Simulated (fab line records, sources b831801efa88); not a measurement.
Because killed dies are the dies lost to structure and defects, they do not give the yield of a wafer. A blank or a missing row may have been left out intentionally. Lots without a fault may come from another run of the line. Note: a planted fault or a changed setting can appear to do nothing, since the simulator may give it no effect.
8D (eight disciplines) problem report, filled in by code :: flow sky130 :: the parts of the form that need people (team, actions taken, sign-off) are left out

## 1. WHAT WENT WRONG
Across 6 wafers from 2 lots, VIA2_HDPCVD_THK at SKY_VIA2_THK_MEAS_01 averages 1401 nm, while fault-free wafers read 1171 nm with a standard deviation of 11. That is +21 standard deviations from the usual mean.
First seen on wafer L637.1, day 39 03:32, on film-metro-04. Wafers with a number at this step in the record: 36, from 12 lots. Rule for "out" (also "out of limits"): further than 4 standard deviations from the usual mean. Any other wafer with a number is counted as sound.

## 2. WHAT IT IS AND WHAT IT IS NOT
question: which readings at this step
is: VIA2_HDPCVD_THK
is not: -

question: which lots
is: L637, L638
is not: L625, L626, L627, L628, L629, L630, L631, L632, L635, L645

question: which wafers of those lots
is: all that have a number
is not: -

question: read on which gauges
is: film-metro-03, film-metro-04
is not: film-metro-02

question: when
is: from day 39 03:32
is not: up to then (27 sound wafers); but 3 sound wafers of L645 came after

## 3. SUSPECTS, AND WHAT RULES EACH OUT
Counting: any tool at a process step up to the reading is kept as a suspect provided that every lot that is out went through it and no sound lot did after the first of them.
- the gauge at SKY_VIA2_THK_MEAS_01: ruled out. The wafers that are out were read on 2 gauges (film-metro-03, film-metro-04).
- cmp-02 at SKY_VIA1_CMP_02 (polishes SiO2): ruled out as a lasting fault. After its first lot that is out, L637 (day 36 21:08), sound lots L645 ran on it.
- hdpcvd-01 at SKY_VIA2_HDPCVD_00 (deposits SiO2, target thk 1180 nm, time 196.7 s): kept. Every lot that is out went through it, starting with L637 (day 39 03:25), and after that it ran no sound lot; the last sound lot it ran before then is L635 (day 39 01:42). Its own sih4-flow-sccm readings are out on those wafers.
After counting, what remains is hdpcvd-01 at SKY_VIA2_HDPCVD_00.

## 4. THE CAUSE (what the simulator had put in)
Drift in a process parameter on hdpcvd-01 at SKY_VIA2_HDPCVD_00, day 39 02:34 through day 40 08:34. The setting sih4-flow-sccm was moved by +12, starting from 60. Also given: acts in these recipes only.
Only this tool survived the counting.

## 5. THE EFFECT CHAIN, in route order
Each row: a reading whose mean over the struck wafers that have a number lies more than 3 standard deviations from the usual. Readings are gone through only where the record gives a usual standard deviation; hours: the median, over the lots, of the time from a lot's start at the first step in this table giving one to that lot's start at this step; sigmas: the change measured in usual standard deviations.
hours: 0
step: SKY_VIA2_HDPCVD_00
reading: sih4-flow-sccm
usual: 60.01 sccm
on struck wafers: 72.05
change: +12.04
sigmas: +63

hours: 0
step: SKY_VIA2_THK_MEAS_01
reading: VIA2_HDPCVD_THK
usual: 1171 nm
on struck wafers: 1401
change: +230
sigmas: +21
Here are the process steps it includes:
- SKY_VIA2_HDPCVD_00: deposits SiO2, target thk 1180 nm, time 196.7 s.

## 6. HOW IT WOULD HAVE BEEN CAUGHT EARLIER
In this record the first reading out of limits at a measuring or inspecting step was taken at day 39 03:32, 1 hour after the fault began at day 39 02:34.
At SKY_VIA2_HDPCVD_00, the tool's own readings (sih4-flow-sccm) were out on each struck wafer the step has a row for, so an alarm limit on them would have fired on the first such wafer.
Of the lots that are out (2), L638 began SKY_VIA2_HDPCVD_00 on hdpcvd-01 after day 39 03:32. A hold on the tool at that time would have spared it.
